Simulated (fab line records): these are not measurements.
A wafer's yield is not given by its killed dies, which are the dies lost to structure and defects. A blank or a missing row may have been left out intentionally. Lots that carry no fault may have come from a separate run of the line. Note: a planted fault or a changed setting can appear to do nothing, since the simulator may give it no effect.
Code-filled problem report in 8D (eight disciplines) form :: flow gf180mcu :: the parts of the form that need people (team, actions taken, sign-off) are left out

## 1. THE PROBLEM
Wafers without a fault read 280.0 nm, standard deviation 1; cd_nm at GF_M5_CD_MEAS_07 reads a mean of 288.3 nm on 6 wafers belonging to 2 lots. That puts it +8.3 standard deviations away from the usual mean.
The step: target cd 280 nm.
Seen first at day 32 01:10 on cd_sem-02, wafer L703.1. The record holds 36 wafers of 12 lots with a number at this step. Rule for "out", or "out of limits": more than 4 standard deviations from the usual mean. The rest of the wafers with a number are treated as sound.

## 2. WHAT IT IS AND WHAT IT IS NOT
question: which readings at this step
is: cd_nm
is not: -

question: which lots
is: L703, L706
is not: L684, L685, L687, L688, L689, L692, L693, L695, L696, L707

question: which wafers of those lots
is: all that have a number
is not: -

question: read on which gauges
is: cd_sem-02
is not: cd_sem-01

question: when
is: from day 32 01:10
is not: up to then (27 sound wafers); but 3 sound wafers of L707 came after

## 3. THE SUSPECTS, EACH WITH WHAT RULES IT OUT
Counting: a tool at a process step up to the reading stays a suspect if it ran every lot that is out and no sound lot after the first of them.
- the gauge at GF_M5_CD_MEAS_07 is ruled out. All the wafers that are out were read on cd_sem-02, but those of them that GF_M5_EXPOSE_04 has rows for are out there too, on other tools.
- pvd_sputter-04 at GF_MIM_SPUTTER_02 (material AlCu, target thk 450 nm, time 23.9 s): kept. It processed each lot that is out, first L703 at day 30 12:49, and no sound lot thereafter; up to then, the last sound lot it processed was L685 at day 25 03:58.
- krf_scanner-01 at GF_M5_EXPOSE_04 (exposes mask Metal5, target cd 280 nm): kept. It processed each lot that is out, first L703 at day 31 16:07, and no sound lot thereafter; up to then, the last sound lot it processed was L696 at day 29 21:00. On those wafers its own readings are out: exposure_dose_mJ_cm2.
What counting leaves: pvd_sputter-04 at GF_MIM_SPUTTER_02 and krf_scanner-01 at GF_M5_EXPOSE_04.

## 4. THE CAUSE (what the simulator had put in)
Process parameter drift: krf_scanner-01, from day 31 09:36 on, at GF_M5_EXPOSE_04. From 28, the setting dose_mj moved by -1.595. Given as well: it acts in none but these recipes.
Of the 2 suspects that counting leaves, this tool is one.

## 5. THE EFFECT CHAIN, in route order
One row per reading whose mean, taken over the struck wafers that have a number, lies over 3 standard deviations from the usual. Only readings for which the record gives a usual standard deviation are gone through. hours: the time from each lot's start at the first step in this table that gives one to its start at this step, as a median over the lots. sigmas: the change in usual standard deviations.
hours: 0
step: GF_M5_EXPOSE_04
reading: exposure_dose_mJ_cm2
usual: 27.989
on struck wafers: 26.562
change: -1.427
sigmas: -55

hours: 9
step: GF_M5_CD_MEAS_07
reading: cd_nm
usual: 280.0 nm
on struck wafers: 288.3
change: +8.3
sigmas: +8.3
Here are the process steps it includes:
- GF_M5_EXPOSE_04: exposes mask Metal5, target cd 280 nm.

## 6. WHAT WOULD HAVE CAUGHT IT SOONER
16 hours passed between the start of the fault at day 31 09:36 and the first reading out of limits at a measuring or inspecting step in this record, taken at day 32 01:10.
At GF_M5_EXPOSE_04, the tool's own readings (exposure_dose_mJ_cm2) were out on each struck wafer the step has a row for, so an alarm limit on them would have fired on the first such wafer.
L706, from the lots that are out (2), started GF_M5_EXPOSE_04 on krf_scanner-01 later than day 32 01:10. Had the tool been put on hold then, it would have been spared.
